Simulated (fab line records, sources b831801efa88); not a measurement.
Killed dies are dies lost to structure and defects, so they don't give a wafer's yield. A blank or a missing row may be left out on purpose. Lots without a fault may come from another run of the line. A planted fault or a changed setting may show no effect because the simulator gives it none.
Which tool did it? | flow gf180mcu | 11 lots, 33 wafers sampled, at 5 steps of a route of 602

WHAT THE GAUGES READ, wafer by wafer
GF_V2_RS_MEAS_24: measures by four-point-probe. Usual: V2_W_RS 0.325 ohm/sq, standard deviation 0.0055.
lot  | measured     | on            | V2_W_RS (ohm/sq)                    | flag
L760 | day 21 12:11 | film_metro-03 | 0.328 0.318 0.327                   |
L761 | day 21 23:45 | film_metro-01 | 0.329 0.313 0.316                   |
L763 | day 22 16:49 | film_metro-02 | 0.317 0.320 0.327                   |
L764 | day 23 02:52 | film_metro-01 | 0.330 0.324 0.334                   |
L767 | day 24 01:39 | film_metro-01 | 0.330 0.332 0.279 0.331 0.331 0.279 |
L768 | day 24 05:09 | film_metro-03 | 0.332 0.279 0.331 0.332 0.280 0.332 |
L769 | day 24 15:50 | film_metro-03 | 0.280 0.333 0.332 0.279 0.333 0.331 |
L777 | day 27 05:12 | film_metro-03 | 0.331 0.329 0.329                   |
L778 | day 27 17:14 | film_metro-02 | 0.329 0.336 0.329                   |
L779 | day 27 18:47 | film_metro-03 | 0.332 0.328 0.322                   |
L780 | day 27 22:11 | film_metro-01 | 0.327 0.324 0.328                   |

GF_V2_THK_MEAS_25: measures by xrf. Usual: V2_W_THK 358 nm, standard deviation 6.3.
lot  | measured     | on            | V2_W_THK (nm)           | flag
L760 | day 21 12:17 | film_metro-03 | 349 364 353             |
L761 | day 21 23:52 | film_metro-01 | 354 372 367             |
L763 | day 22 16:55 | film_metro-02 | 370 367 360             |
L764 | day 23 02:57 | film_metro-01 | 355 362 350             |
L767 | day 24 04:45 | film_metro-01 | 352 352 423 353 352 419 |
L768 | day 24 06:59 | film_metro-03 | 346 415 349 348 416 350 |
L769 | day 24 18:04 | film_metro-03 | 414 347 349 417 348 349 |
L777 | day 27 05:17 | film_metro-03 | 350 353 353             |
L778 | day 27 17:21 | film_metro-02 | 354 347 354             |
L779 | day 27 18:55 | film_metro-03 | 352 354 363             |
L780 | day 27 22:19 | film_metro-01 | 359 362 361             |

WHICH TOOL RAN EACH LOT (tool, then ch and the chambers of the sampled wafers, then the start)
lot  | GF_M2_SPUTTER_03             | GF_M2_SPUTTER_04             | GF_V2_CVD_23
L760 | pvd_sputter-02, day 19 08:56 | pvd_sputter-02, day 19 08:57 | cvd_w-02 ch 0,1, day 21 12:04
L761 | pvd_sputter-01, day 19 21:16 | pvd_sputter-01, day 19 21:17 | cvd_w-02 ch 0,1, day 21 23:38
L763 | pvd_sputter-02, day 20 14:36 | pvd_sputter-02, day 20 14:38 | cvd_w-02 ch 0,1, day 22 16:43
L764 | pvd_sputter-01, day 21 02:36 | pvd_sputter-01, day 21 02:37 | cvd_w-02 ch 0,1, day 23 02:43
L767 | pvd_sputter-02, day 22 01:24 | pvd_sputter-02, day 22 01:26 | cvd_w-02 ch 0,1, day 24 01:32
L768 | pvd_sputter-01, day 22 05:09 | pvd_sputter-01, day 22 05:10 | cvd_w-02 ch 0,1, day 24 05:02
L769 | pvd_sputter-04, day 22 16:05 | pvd_sputter-04, day 22 16:07 | cvd_w-02 ch 0,1, day 24 15:43
L777 | pvd_sputter-01, day 25 09:46 | pvd_sputter-01, day 25 09:47 | cvd_w-01 ch 0,1, day 27 05:04
L778 | pvd_sputter-04, day 25 22:26 | pvd_sputter-04, day 25 22:28 | cvd_w-01 ch 0,1, day 27 17:07
L779 | pvd_sputter-04, day 25 23:53 | pvd_sputter-04, day 25 23:54 | cvd_w-02 ch 0,1, day 27 18:41
L780 | pvd_sputter-04, day 26 03:00 | pvd_sputter-04, day 26 03:01 | cvd_w-01 ch 0,1, day 27 22:02
- GF_M2_SPUTTER_03: material Ti, target thk 10 nm, time 6.7 s.
- GF_M2_SPUTTER_04: material TiN, target thk 50 nm, time 41.7 s.
- GF_V2_CVD_23: deposits W, target thk 350 nm, time 104.94 s.

WHAT THE TOOLS THEMSELVES READ (means of the sampled wafers that have a number; where no wafer has one, the mark that the record gives instead)
GF_M2_SPUTTER_03. Usual: throttle_valve_pct 30.0 %, standard deviation 0.97.
lot  | tool           | throttle_valve_pct (%) | flag
L760 | pvd_sputter-02 | 30.4                   |
L761 | pvd_sputter-01 | 29.5                   |
L763 | pvd_sputter-02 | 30.2                   |
L764 | pvd_sputter-01 | 29.2                   |
L767 | pvd_sputter-02 | 30.0                   |
L768 | pvd_sputter-01 | 29.5                   |
L769 | pvd_sputter-04 | 30.5                   |
L777 | pvd_sputter-01 | 29.3                   |
L778 | pvd_sputter-04 | 30.9                   |
L779 | pvd_sputter-04 | 30.1                   |
L780 | pvd_sputter-04 | 30.9                   |

GF_M2_SPUTTER_04. Usual: throttle_valve_pct 30.0 %, standard deviation 0.97.
lot  | tool           | throttle_valve_pct (%) | flag
L760 | pvd_sputter-02 | 30.4                   |
L761 | pvd_sputter-01 | 29.6                   |
L763 | pvd_sputter-02 | 30.1                   |
L764 | pvd_sputter-01 | 29.3                   |
L767 | pvd_sputter-02 | 30.1                   |
L768 | pvd_sputter-01 | 29.5                   |
L769 | pvd_sputter-04 | 30.3                   |
L777 | pvd_sputter-01 | 29.3                   |
L778 | pvd_sputter-04 | 31.2                   |
L779 | pvd_sputter-04 | 30.1                   |
L780 | pvd_sputter-04 | 30.9                   |

GF_V2_CVD_23. Usual: heater_power_w 757 W, standard deviation 49.
lot  | tool     | heater_power_w (W) | flag
L760 | cvd_w-02 | 737                |
L761 | cvd_w-02 | 778                |
L763 | cvd_w-02 | 748                |
L764 | cvd_w-02 | 748                |
L767 | cvd_w-02 | 740                |
L768 | cvd_w-02 | 727                |
L769 | cvd_w-02 | 742                |
L777 | cvd_w-01 | 774                |
L778 | cvd_w-01 | 764                |
L779 | cvd_w-02 | 773                |
L780 | cvd_w-01 | 787                |

THE ANSWER, worked out from the rows above alone
Rule: a lot is off if the mean of its wafers that have a number lies more than 3 standard deviations from the usual mean. A lot without any number at a reading at which 4 lots or more have one is off too. The other lots that the step has rows for count as sound. The gauges are gone through in route order, then the tools' own readings, and for those a lot's mean is taken as printed above. The first step at which some lot is off is used, and at that step the reading that is off furthest; a lot without a number counts as furthest.
No lot is off at any reading shown: from this, nothing can be told.

WHAT THE SIMULATOR HAD PUT IN
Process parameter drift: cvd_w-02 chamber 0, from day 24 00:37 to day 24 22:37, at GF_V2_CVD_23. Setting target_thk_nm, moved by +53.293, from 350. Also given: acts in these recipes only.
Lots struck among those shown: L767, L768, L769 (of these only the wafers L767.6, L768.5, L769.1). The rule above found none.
